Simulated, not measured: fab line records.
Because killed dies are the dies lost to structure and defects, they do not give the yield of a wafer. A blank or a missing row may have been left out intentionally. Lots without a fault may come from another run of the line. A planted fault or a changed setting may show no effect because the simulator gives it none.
Code-filled problem report in 8D (eight disciplines) form / flow sfq line / the parts of the form that need people (team, actions taken, sign-off) are left out

1. THE PROBLEM
Mean of exposure dose mJ cm2 at SFQ_TRILAYER_M1_LITHO_EXPOSE_040: 17.632 across 9 wafers in 3 lots; on wafers with no fault it is 14.399 (standard deviation 0.014). So: +99 or more standard deviations from the usual mean.
The step: exposes mask M1, target cd 500 nm.
First observed at day 29 12:40: wafer L936.3, on krf scanner-01. The record has a number at this step for 45 wafers belonging to 15 lots. By rule, "out" or "out of limits" means more than 4 standard deviations away from the usual mean. Any other wafer with a number is counted as sound.

2. WHAT IT IS AND WHAT IT IS NOT
question=which readings at this step | is=exposure dose mJ cm2 | is not=-
question=which lots | is=L936, L937, L938 | is not=L923, L924, L925, L926, L928, L929, L930, L940, L942, L943, L944, L945
question=which wafers of those lots | is=all that have a number | is not=-
question=read on which tools | is=krf scanner-01 | is not=krf scanner-02
question=when | is=from day 29 12:40 | is not=up to then (21 sound wafers); but 15 sound wafers of L940, L942, L943, L944, L945 came after

3. WHAT RULES OUT EACH SUSPECT
Counting: any tool at a process step up to the reading is kept as a suspect provided that every lot that is out went through it and no sound lot did after the first of them.
- krf scanner-01 at SFQ_TRILAYER_M1_LITHO_EXPOSE_040 (exposes mask M1, target cd 500 nm): kept. It ran every lot that is out, first L936 (day 29 12:40), and no sound lot after that; its last sound lot up to then is L929 (day 27 03:48). Its own exposure dose mJ cm2 readings are out on those wafers.
After counting, what remains is krf scanner-01 at SFQ_TRILAYER_M1_LITHO_EXPOSE_040.

4. THE CAUSE (what the simulator had put in)
Drift in process parameters on krf scanner-01 at SFQ_TRILAYER_M1_LITHO_EXPOSE_040, starting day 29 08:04. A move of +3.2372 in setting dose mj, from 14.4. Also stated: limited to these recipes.
After counting, this tool was the only one left.

5. SEQUENCE OF EFFECTS, ordered by route
Each row: a reading whose mean over the struck wafers that have a number lies more than 3 standard deviations from the usual. Readings are gone through only where the record gives a usual standard deviation; hours: the median, over the lots, of the time from a lot's start at the first step in this table giving one to that lot's start at this step; sigmas: the change measured in usual standard deviations.
hours=0; step=SFQ_TRILAYER_M1_LITHO_EXPOSE_040; reading=exposure dose mJ cm2; usual=14.399; on struck wafers=17.632; change=+3.233; sigmas=+99 or more
Its process steps:
- SFQ_TRILAYER_M1_LITHO_EXPOSE_040: exposes mask M1, target cd 500 nm.

6. WHAT WOULD HAVE CAUGHT IT SOONER
In this record no reading fell out of limits until day 29 12:40, 5 hours after the fault had begun at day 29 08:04.
